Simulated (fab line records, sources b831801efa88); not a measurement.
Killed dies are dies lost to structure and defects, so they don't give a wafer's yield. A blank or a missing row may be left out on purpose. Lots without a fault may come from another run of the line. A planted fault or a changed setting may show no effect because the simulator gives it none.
fab line records | flow gf180mcu | part 1 of 2: steps 1 to 24 of 33
record lots=5 wafers=15 last_day=34
route steps=602 shown V5@555 TOP_METAL@567 PASSIVATION@587
lots that met no fault: from a run of the same line without faults
start_h: hours from the record's first day to the start of the lot's first wafer shown | wait_h: hours since the lot's step before | " the same as in the row above | L1.1+2: a row that stands for several wafers | - no value, or no start given | * or withheld: withheld | < > ~ a bound
route shown NAME@n: a module of which the file shows steps, and the number in the route of the first | usual: mean/standard deviation of fault-free wafers | same: alike in all rows | chamber/n: place in a boat | sites: the reading at each site | _std_site: their standard deviation | _edge_site: outer sites' mean less inner sites' | radius_mm: how far each site lies from the wafer's centre | mask NAME#n: copy n | behind: the tool/chamber that last shaped the wafer | hold: why the lot was held/for how many hours/how that ended | device: the transistor (n, p or np) that didn't switch | end of line: the same wafers' tests at the end of the route | a step without rows: its recipe alone | killed: dies lost to structure and defects at the first sort, not the wafer's yield | map: a wafer's dies, x killed, . not, _ none there
set.NAME: the setting as run; set.NAME@STEP: as run at that earlier step | model.NAME: the simulator's own value behind a step, which no gauge read
lots at some steps of the route; a table a step, a row a wafer
services: from which hour (start_h, from the record's first day; less than 0 if before it) a tool's chamber was out of use, for how many hours, and why
## steps
# step GF_V5_OVL_MEAS_15
# usual V5_OVL=1/6.1
# columns lot.wafer tool chamber start_h wait_h V5_OVL[nm]
L085.1 overlay-01 - 708.96 0.1 0
L085.2 " - " " -2
L085.5 " - " " -3
L087.1 overlay-01 - 723.56 0.1 -7
L087.2 " - " " -4
L087.5 " - " " -8
L093.1 overlay-01 - 758.26 0.1 -6
L093.3 " - " " -4
L093.4 " - " " 3
L094.3 overlay-02 - 772.83 0.1 5
L094.4 " - " " 14
L094.6 " - " " 8
L096.1 overlay-01 - 784.26 0.1 -5
L096.4 " - " " 12
L096.5 " - " " 5
# step GF_V5_ETCH_16
# recipe chemistry=N2/H2 target_depth_a=withheld overetch_a=withheld time_s=withheld target=BARC ion_energy_ev=200 source_w=500 bias_w=100 pressure_mtorr=30 n2_flow_sccm=100 h2_flow_sccm=200
# usual chamber_pressure_mTorr=29.997/0.027 drypump_motor_current_A=5.7/0.57 oes_product_au=0.855/0.0049 throttle_valve_pct=13.224/0.0096
# columns lot.wafer tool chamber start_h wait_h chamber_pressure_mTorr drypump_motor_current_A oes_product_au throttle_valve_pct
L085.1 rie_diel-04 0 709.00 0.0 30.014 5.0 0.846 13.233
L085.2 " 1 " " 29.990 6.0 0.855 13.218
L085.5 " 2 " " 29.990 6.2 0.848 13.222
L087.1 rie_diel-01 2 723.60 0.0 30.019 6.4 0.851 13.215
L087.2 " 1 " " 30.052 5.5 0.854 13.228
L087.5 " 3 " " 30.005 6.5 0.861 13.238
L093.1 rie_diel-02 3 758.30 0.0 29.988 4.8 0.856 13.224
L093.3 " 1 " " 29.987 5.7 0.853 13.221
L093.4 " 0 " " 29.988 5.7 0.857 13.223
L094.3 rie_diel-01 0 772.86 0.0 29.996 5.2 0.856 13.234
L094.4 " 3 " " 29.987 6.4 0.845 13.225
L094.6 " 3 " " 29.956 6.4 0.854 13.211
L096.1 rie_diel-01 3 784.30 0.0 30.060 6.4 0.856 13.227
L096.4 " 0 " " 29.998 5.2 0.844 13.231
L096.5 " 1 " " 30.034 5.5 0.858 13.226
# step GF_V5_ETCH_17
# recipe chemistry=C4F8/O2/Ar mask_material=KrF target=SiO2 stop_on=TiN source_w=1500 bias_w=1200 pressure_mtorr=40 c4f8_flow_sccm=withheld O2_flow_sccm=6 Ar_flow_sccm=300 time_s=withheld target_depth_a=8550
# usual chamber_pressure_mTorr=40.00/0.036 oes_product_au=0.860/0.0045
# columns lot.wafer tool chamber start_h wait_h chamber_pressure_mTorr oes_product_au
L085.1 rie_diel-04 0 - - 40.12 0.852
L085.2 " 1 " " 39.98 0.863
L085.5 " 2 " " 39.91 0.861
L087.1 rie_diel-01 2 - - 39.96 0.863
L087.2 " 1 " " 40.00 0.854
L087.5 " 3 " " 39.96 0.856
L093.1 rie_diel-02 3 - - 39.97 0.862
L093.3 " 1 " " 40.04 0.869
L093.4 " 0 " " 40.04 0.860
L094.3 rie_diel-01 0 - - 40.03 0.862
L094.4 " 3 " " 39.97 0.855
L094.6 " 3 " " 39.97 0.857
L096.1 rie_diel-01 3 - - 39.98 0.862
L096.4 " 0 " " 40.01 0.862
L096.5 " 1 " " 39.97 0.866
# step GF_V5_STRIP_18
# recipe chemistry=O2/N2 power_w=1400 pressure_mtorr=1500 platen_temp_c=250 o2_flow_sccm=3000 n2_flow_sccm=300 overash_fraction=0.5
# usual chamber_pressure_mTorr=1499.9/1.3 drypump_motor_current_A=5.6/0.48 heater_power_w=339/22 oes_product_au=0.569/0.0047
# columns lot.wafer tool chamber start_h wait_h chamber_pressure_mTorr drypump_motor_current_A heater_power_w oes_product_au rf_hours_counter_h
L085.1 plasma_asher-03 0 709.15 - 1500.4 5.5 305 0.562 109
L085.2 " 1 " " 1499.9 5.7 326 0.572 109
L085.5 " 1 " " 1500.8 5.7 317 0.565 -
L087.1 plasma_asher-03 1 723.75 - 1497.8 5.7 319 0.564 111
L087.2 " 0 " " 1500.2 5.5 320 0.562 111
L087.5 " 0 " " 1500.9 5.5 313 0.565 -
L093.1 plasma_asher-03 0 758.45 - 1500.6 5.5 336 0.570 2
L093.3 " 0 " " 1497.9 5.5 327 0.567 -
L093.4 " 1 " " 1501.2 5.7 334 0.574 -
L094.3 plasma_asher-01 1 773.04 - 1501.4 5.0 387 0.576 -
L094.4 " 0 " " 1502.1 5.1 355 0.562 -
L094.6 " 0 " " 1499.9 5.1 357 0.567 -
L096.1 plasma_asher-03 1 784.45 - 1498.7 5.7 320 0.573 4
L096.4 " 1 " " 1500.3 5.7 334 0.569 -
L096.5 " 1 " " 1497.5 5.7 329 0.568 -
# step GF_V5_STRIP_19
# recipe chemistry=post_etch_residue_remover time_s=1200 temp_c=72.5
# columns lot.wafer tool chamber start_h wait_h
L085.1+2+5 wet_bench-03 3 709.25 0.1
L087.1+2+5 wet_bench-01 2 723.85 0.1
L093.1+3+4 wet_bench-01 3 758.55 0.1
L094.3+4+6 wet_bench-04 0 773.11 0.0
L096.1+4+5 wet_bench-01 3 784.55 0.1
# step GF_V5_CLEAN_20
# recipe chemistry=DIW dry=n2_spin
# columns lot.wafer tool chamber start_h wait_h
L085.1+2+5 wet_bench-04 2 709.63 0.0
L087.1+2+5 wet_bench-04 0 724.23 0.0
L093.1+3+4 wet_bench-04 2 758.89 0.0
L094.3+4+6 wet_bench-01 2 773.45 0.0
L096.1+4+5 wet_bench-04 3 784.89 0.0
# step GF_V5_SPUTTER_21
# recipe material=Ti target_thk_nm=15 chamber_pressure_pa=5 power_w=2500 substrate_temp_c=200 time_s=80.02
# usual throttle_valve_pct=30.9/1
# columns lot.wafer tool chamber start_h wait_h throttle_valve_pct
L085.1 pvd_sputter-02 - 709.72 0.0 30.3
L085.2 " - " " 30.0
L085.5 " - " " 30.6
L087.1 pvd_sputter-01 - 724.32 0.0 30.0
L087.2 " - " " 30.5
L087.5 " - " " 30.1
L093.1 pvd_sputter-01 - 758.99 0.0 31.4
L093.3 " - " " 30.0
L093.4 " - " " 33.4
L094.3 pvd_sputter-01 - 773.55 0.0 30.1
L094.4 " - " " 31.1
L094.6 " - " " 33.2
L096.1 pvd_sputter-04 - 784.99 0.0 30.8
L096.4 " - " " 30.9
L096.5 " - " " 31.0
# step GF_V5_SPUTTER_22
# recipe material=TiN target_thk_nm=10 chamber_pressure_pa=5 power_w=4000 time_s=40
# usual throttle_valve_pct=30.9/0.98
# columns lot.wafer tool chamber start_h wait_h throttle_valve_pct
L085.1 pvd_sputter-02 - 709.78 0.0 30.1
L085.2 " - " " 30.1
L085.5 " - " " 30.5
L087.1 pvd_sputter-01 - 724.38 0.0 30.3
L087.2 " - " " 30.2
L087.5 " - " " 30.4
L093.1 pvd_sputter-01 - 759.05 0.0 31.2
L093.3 " - " " 30.1
L093.4 " - " " 32.8
L094.3 pvd_sputter-01 - 773.61 0.0 30.1
L094.4 " - " " 31.2
L094.6 " - " " 33.1
L096.1 pvd_sputter-04 - 785.05 0.0 31.1
L096.4 " - " " 30.9
L096.5 " - " " 31.4
# step GF_V5_CVD_23
# recipe material=W target_thk_nm=350 time_s=104.9 temp_c=400 pressure_torr=40
# usual heater_power_w=900/66
# columns lot.wafer tool chamber start_h wait_h heater_power_w
L085.1 cvd_w-01 0 709.82 0.0 827
L085.2 " 0 " " 816
L085.5 " 0 " " 822
L087.1 cvd_w-01 0 724.42 0.0 816
L087.2 " 1 " " 961
L087.5 " 1 " " 966
L093.1 cvd_w-01 1 759.09 0.0 978
L093.3 " 0 " " 813
L093.4 " 1 " " 977
L094.3 cvd_w-01 0 773.69 0.1 820
L094.4 " 1 " " 985
L094.6 " 0 " " 840
L096.1 cvd_w-01 0 785.09 0.0 839
L096.4 " 0 " " 822
L096.5 " 1 " " 977
# step GF_V5_RS_MEAS_24
# recipe thk_meas_gauge=four-point-probe reads=W_of_V5_CVD_23+TiN_of_V5_SPUTTER_22+Ti_of_V5_SPUTTER_21
# usual V5_W_RS=0.329/0.0047
# columns lot.wafer tool chamber start_h wait_h V5_W_RS[ohm/sq]
L085.1 film_metro-01 - 710.04 0.2 0.333
L085.2 " - " " 0.328
L085.5 " - " " 0.332
L087.1 film_metro-02 - 724.53 0.1 0.332
L087.2 " - " " 0.335
L087.5 " - " " 0.332
L093.1 film_metro-03 - 759.20 0.1 0.328
L093.3 " - " " 0.336
L093.4 " - " " 0.334
L094.3 film_metro-02 - 773.80 0.1 0.324
L094.4 " - " " 0.328
L094.6 " - " " 0.324
L096.1 film_metro-02 - 785.20 0.1 0.334
L096.4 " - " " 0.333
L096.5 " - " " 0.332
# step GF_V5_THK_MEAS_25
# recipe thk_meas_gauge=xrf reads=W_of_V5_CVD_23
# usual V5_W_THK=349/7
# columns lot.wafer tool chamber start_h wait_h V5_W_THK[nm]
L085.1 film_metro-01 - 710.16 0.1 341
L085.2 " - " " 346
L085.5 " - " " 340
L087.1 film_metro-02 - 724.65 0.1 348
L087.2 " - " " 344
L087.5 " - " " 348
L093.1 film_metro-03 - 759.32 0.1 350
L093.3 " - " " 340
L093.4 " - " " 343
L094.3 film_metro-02 - 773.90 0.1 362
L094.4 " - " " 355
L094.6 " - " " 361
L096.1 film_metro-02 - 785.32 0.1 350
L096.4 " - " " 352
L096.5 " - " " 353
# step GF_V5_CMP_26
# recipe stop_on=SiO2 down_force_psi=3.5 platen_rpm=60 t_overpolish_s=15 target_thk_nm=0 pad_velocity_m_s=0.94248
# usual motor_current_A=10.9/0.84 overpolish_run_s=15.001/0.0086 retaining_ring_pressure_frac=1.000/0.0048 time_to_endpoint_s=84.6/2.6
# columns lot.wafer tool chamber start_h wait_h motor_current_A overpolish_run_s retaining_ring_pressure_frac time_to_endpoint_s
L085.1 cmp-02 3 710.22 0.1 10.7 15.001 0.995 86.2
L085.2 " 2 " " 10.2 14.994 1.005 87.0
L085.5 " 0 " " 10.9 15.006 0.999 83.0
L087.1 cmp-01 0 724.71 0.1 12.4 15.010 1.004 81.7
L087.2 " 3 " " 11.4 15.005 0.993 83.5
L087.5 " 0 " " 12.4 14.996 1.000 81.3
L093.4 cmp-02 0 759.43 0.1 11.8 14.996 0.995 82.8
L093.3 " 1 " " 11.2 15.008 1.003 81.4
L093.1 " 2 " " 9.9 14.998 0.998 84.0
L094.3 cmp-02 0 773.94 0.0 10.6 14.989 0.998 83.7
L094.4 " 3 " " 11.0 14.989 0.998 83.8
L094.6 " 0 " " 11.4 15.015 0.998 83.2
L096.4 cmp-02 0 785.38 0.0 11.2 14.993 1.003 82.5
L096.1 " 3 " " 10.8 15.005 1.005 80.0
L096.5 " 0 " " 11.2 15.006 1.004 83.9
# step GF_TOP_METAL_SPUTTER_00
# recipe material=Ti target_thk_nm=37.5 arriving_ion_energy_ev=80 substrate_temp_c=200 chamber_pressure_pa=2 power_w=4000 time_s=150
# usual throttle_valve_pct=30.8/1
# columns lot.wafer tool chamber start_h wait_h throttle_valve_pct
L085.1 pvd_sputter-03 - 710.52 0.2 30.3
L085.2 " - " " 29.7
L085.5 " - " " 30.6
L087.1 pvd_sputter-04 - 725.01 0.2 31.5
L087.2 " - " " 29.6
L087.5 " - " " 31.3
L093.1 pvd_sputter-03 - 759.68 0.1 29.9
L093.3 " - " " 30.6
L093.4 " - " " 30.2
L094.3 pvd_sputter-01 - 774.24 0.2 30.3
L094.4 " - " " 30.2
L094.6 " - " " 30.1
L096.1 pvd_sputter-01 - 785.68 0.1 31.3
L096.4 " - " " 30.2
L096.5 " - " " 30.0
# step GF_TOP_METAL_SPUTTER_01
# recipe material=TiN target_thk_nm=30 power_w=6500 time_s=25 chamber_pressure_pa=0.4
# usual throttle_valve_pct=30.8/1
# columns lot.wafer tool chamber start_h wait_h throttle_valve_pct
L085.1 pvd_sputter-03 - 710.62 0.1 30.4
L085.2 " - " " 29.9
L085.5 " - " " 30.2
L087.1 pvd_sputter-04 - 725.11 0.1 30.8
L087.2 " - " " 29.7
L087.5 " - " " 31.5
L093.1 pvd_sputter-03 - 759.78 0.1 30.0
L093.3 " - " " 30.5
L093.4 " - " " 30.6
L094.3 pvd_sputter-01 - 774.34 0.1 30.3
L094.4 " - " " 29.9
L094.6 " - " " 30.1
L096.1 pvd_sputter-01 - 785.78 0.1 31.3
L096.4 " - " " 30.2
L096.5 " - " " 30.0
# step GF_TOP_METAL_SPUTTER_02
# recipe material=AlCu target_thk_nm=900 power_w=10600 chamber_pressure_pa=0.3 substrate_temp_c=250 gas=Ar time_s=47.82
# usual throttle_valve_pct=30.8/1
# columns lot.wafer tool chamber start_h wait_h throttle_valve_pct
L085.1 pvd_sputter-03 - 710.65 0.0 30.5
L085.2 " - " " 30.0
L085.5 " - " " 30.4
L087.1 pvd_sputter-04 - 725.14 0.0 31.2
L087.2 " - " " 29.7
L087.5 " - " " 31.0
L093.1 pvd_sputter-03 - 759.81 0.0 29.8
L093.3 " - " " 30.5
L093.4 " - " " 30.1
L094.3 pvd_sputter-01 - 774.37 0.0 30.4
L094.4 " - " " 30.0
L094.6 " - " " 30.2
L096.1 pvd_sputter-01 - 785.81 0.0 31.1
L096.4 " - " " 30.1
L096.5 " - " " 29.6
# step GF_TOP_METAL_SPUTTER_03
# recipe material=Ti target_thk_nm=5 substrate_temp_c=300 chamber_pressure_pa=0.3 power_w=3000 time_s=3.3
# usual throttle_valve_pct=30.8/1
# columns lot.wafer tool chamber start_h wait_h throttle_valve_pct
L085.1 pvd_sputter-03 - 710.70 0.0 30.2
L085.2 " - " " 29.8
L085.5 " - " " 30.1
L087.1 pvd_sputter-04 - 725.18 0.0 31.2
L087.2 " - " " 29.8
L087.5 " - " " 31.3
L093.1 pvd_sputter-03 - 759.85 0.0 29.9
L093.3 " - " " 30.5
L093.4 " - " " 30.3
L094.3 pvd_sputter-01 - 774.42 0.0 30.0
L094.4 " - " " 30.3
L094.6 " - " " 30.1
L096.1 pvd_sputter-01 - 785.85 0.0 31.0
L096.4 " - " " 30.0
L096.5 " - " " 30.1
# step GF_TOP_METAL_SPUTTER_04
# recipe material=TiN target_thk_nm=25 power_w=6349 time_s=20.8 chamber_pressure_pa=0.4
# usual throttle_valve_pct=30.8/1
# columns lot.wafer tool chamber start_h wait_h throttle_valve_pct
L085.1 pvd_sputter-03 - 710.71 0.0 30.6
L085.2 " - " " 29.8
L085.5 " - " " 30.1
L087.1 pvd_sputter-04 - 725.20 0.0 30.9
L087.2 " - " " 29.8
L087.5 " - " " 31.2
L093.1 pvd_sputter-03 - 759.87 0.0 30.0
L093.3 " - " " 30.4
L093.4 " - " " 30.3
L094.3 pvd_sputter-01 - 774.43 0.0 30.3
L094.4 " - " " 30.0
L094.6 " - " " 29.8
L096.1 pvd_sputter-01 - 785.87 0.0 31.5
L096.4 " - " " 30.1
L096.5 " - " " 30.2
# step GF_TOP_METAL_RS_MEAS_05
# recipe thk_meas_gauge=four-point-probe reads=TiN_of_TOP_METAL_SPUTTER_04+Ti_of_TOP_METAL_SPUTTER_03+AlCu_of_TOP_METAL_SPUTTER_02+TiN_of_TOP_METAL_SPUTTER_01+Ti_of_TOP_METAL_SPUTTER_00
# usual TOP_METAL_ALCU_RS=0.0328/0.0003
# columns lot.wafer tool chamber start_h wait_h TOP_METAL_ALCU_RS[ohm/sq]
L085.1 film_metro-02 - 710.74 0.0 0.0326
L085.2 " - " " 0.0324
L085.5 " - " " 0.0327
L087.1 film_metro-03 - 725.23 0.0 0.0330
L087.2 " - " " 0.0330
L087.5 " - " " 0.0329
L093.1 film_metro-02 - 759.90 0.0 0.0324
L093.3 " - " " 0.0323
L093.4 " - " " 0.0327
L094.3 film_metro-04 - 774.50 0.1 0.0330
L094.4 " - " " 0.0326
L094.6 " - " " 0.0326
L096.1 film_metro-03 - 785.90 0.0 0.0323
L096.4 " - " " 0.0321
L096.5 " - " " 0.0316
# step GF_TOP_METAL_THK_MEAS_06
# recipe thk_meas_gauge=xrf reads=AlCu_of_TOP_METAL_SPUTTER_02
# usual TOP_METAL_ALCU_THK=891/9.8
# columns lot.wafer tool chamber start_h wait_h TOP_METAL_ALCU_THK[nm]
L085.1 film_metro-02 - 710.86 0.1 907
L085.2 " - " " 906
L085.5 " - " " 905
L087.1 film_metro-03 - 725.35 0.1 886
L087.2 " - " " 881
L087.5 " - " " 888
L093.1 film_metro-02 - 760.02 0.1 902
L093.3 " - " " 910
L093.4 " - " " 897
L094.3 film_metro-04 - 774.60 0.1 884
L094.4 " - " " 895
L094.6 " - " " 891
L096.1 film_metro-03 - 786.02 0.1 906
L096.4 " - " " 911
L096.5 " - " " 923
# step GF_TOP_METAL_DEHYDRATE_07
# recipe temp_c=200 time_s=60
# usual exhaust_pa=44.9/1
# columns lot.wafer tool chamber start_h wait_h exhaust_pa
L085.1 litho_track-01 0 719.05 8.2 43.8
L085.2 " 0 " " 43.1
L085.5 " 0 " " 43.4
L087.1 litho_track-01 0 733.80 8.4 44.2
L087.2 " 0 " " 44.8
L087.5 " 0 " " 44.3
L093.1 litho_track-03 0 767.84 7.8 45.8
L093.3 " 0 " " 44.8
L093.4 " 0 " " 45.7
L094.3 litho_track-03 0 781.59 7.0 43.1
L094.4 " 0 " " 44.7
L094.6 " 0 " " 43.2
L096.1 litho_track-01 0 793.35 7.3 45.8
L096.4 " 0 " " 43.1
L096.5 " 0 " " 45.6
# step GF_TOP_METAL_HMDS_08
# recipe prime_time_s=60 prime_temp_c=120
# usual exhaust_pa=45.0/0.93
# same prime_time_s=60
# columns lot.wafer tool chamber start_h wait_h exhaust_pa
L085.1 litho_track-01 0 719.20 0.1 45.4
L085.2 " 0 " " 46.4
L085.5 " 0 " " 45.3
L087.1 litho_track-01 0 733.95 0.1 46.8
L087.2 " 0 " " 46.8
L087.5 " 0 " " 45.0
L093.1 litho_track-03 0 767.99 0.1 45.8
L093.3 " 0 " " 46.1
L093.4 " 0 " " 46.6
L094.3 litho_track-03 0 781.74 0.1 43.1
L094.4 " 0 " " 44.6
L094.6 " 0 " " 44.0
L096.1 litho_track-01 0 793.50 0.1 44.6
L096.4 " 0 " " 45.7
L096.5 " 0 " " 45.7
# step GF_TOP_METAL_COAT_09
# recipe resist=NOVOLAK spin_rpm=3000 resist_thk_nm=1500
# usual dispense_pressure_kPa=47.6/2.3 exhaust_pa=44.9/0.84
# columns lot.wafer tool chamber start_h wait_h dispense_pressure_kPa exhaust_pa
L085.1 litho_track-01 0 719.35 0.1 45.5 44.9
L085.2 " 0 " " 45.5 45.9
L085.5 " 0 " " 45.5 46.7
L087.1 litho_track-01 0 734.10 0.1 45.5 44.8
L087.2 " 0 " " 45.5 46.7
L087.5 " 0 " " 45.5 45.5
L093.1 litho_track-03 0 768.14 0.1 49.5 45.1
L093.3 " 0 " " 49.5 44.3
L093.4 " 0 " " 49.6 44.4
L094.3 litho_track-03 0 781.89 0.1 49.6 44.1
L094.4 " 0 " " 49.6 45.6
L094.6 " 0 " " 49.6 45.2
L096.1 litho_track-01 0 793.65 0.1 45.5 45.8
L096.4 " 0 " " 45.5 45.0
L096.5 " 0 " " 45.5 45.1
# step GF_TOP_METAL_SOFTBAKE_10
# recipe temp_c=90 time_s=60 resist=NOVOLAK
# usual exhaust_pa=44.8/0.85
# columns lot.wafer tool chamber start_h wait_h exhaust_pa
L085.1 litho_track-01 0 719.50 0.1 44.8
L085.2 " 0 " " 44.1
L085.5 " 0 " " 43.8
L087.1 litho_track-01 0 734.25 0.1 45.1
L087.2 " 0 " " 45.5
L087.5 " 0 " " 44.9
L093.1 litho_track-03 0 768.29 0.1 45.2
L093.3 " 0 " " 44.5
L093.4 " 0 " " 45.3
L094.3 litho_track-03 0 782.04 0.1 44.2
L094.4 " 0 " " 45.8
L094.6 " 0 " " 44.8
L096.1 litho_track-01 0 793.80 0.1 44.4
L096.4 " 0 " " 46.8
L096.5 " 0 " " 46.0
# step GF_TOP_METAL_EXPOSE_11
# recipe mask_id=MetalTop target_cd_nm=440 na=0.6 source_shape=conventional sigma_outer=0.6 dose_mj=170
# usual stage_vel_mm_s=499.98/0.27
# columns lot.wafer tool chamber start_h wait_h mask stage_vel_mm_s
L085.1 iline_stepper-01 0 - - MetalTop#0 500.06
L085.2 " 0 " " MetalTop#0 500.03
L085.5 " 0 " " MetalTop#0 499.98
L087.1 iline_stepper-01 0 - - MetalTop#0 500.12
L087.2 " 0 " " MetalTop#0 500.02
L087.5 " 0 " " MetalTop#0 500.02
L093.1 iline_stepper-02 0 - - MetalTop#0 500.17
L093.3 " 0 " " MetalTop#0 499.91
L093.4 " 0 " " MetalTop#0 499.84
L094.3 iline_stepper-02 0 - - MetalTop#0 500.45
L094.4 " 0 " " MetalTop#0 499.98
L094.6 " 0 " " MetalTop#0 499.95
L096.1 iline_stepper-01 0 - - MetalTop#0 499.96
L096.4 " 0 " " MetalTop#0 500.04
L096.5 " 0 " " MetalTop#0 500.13
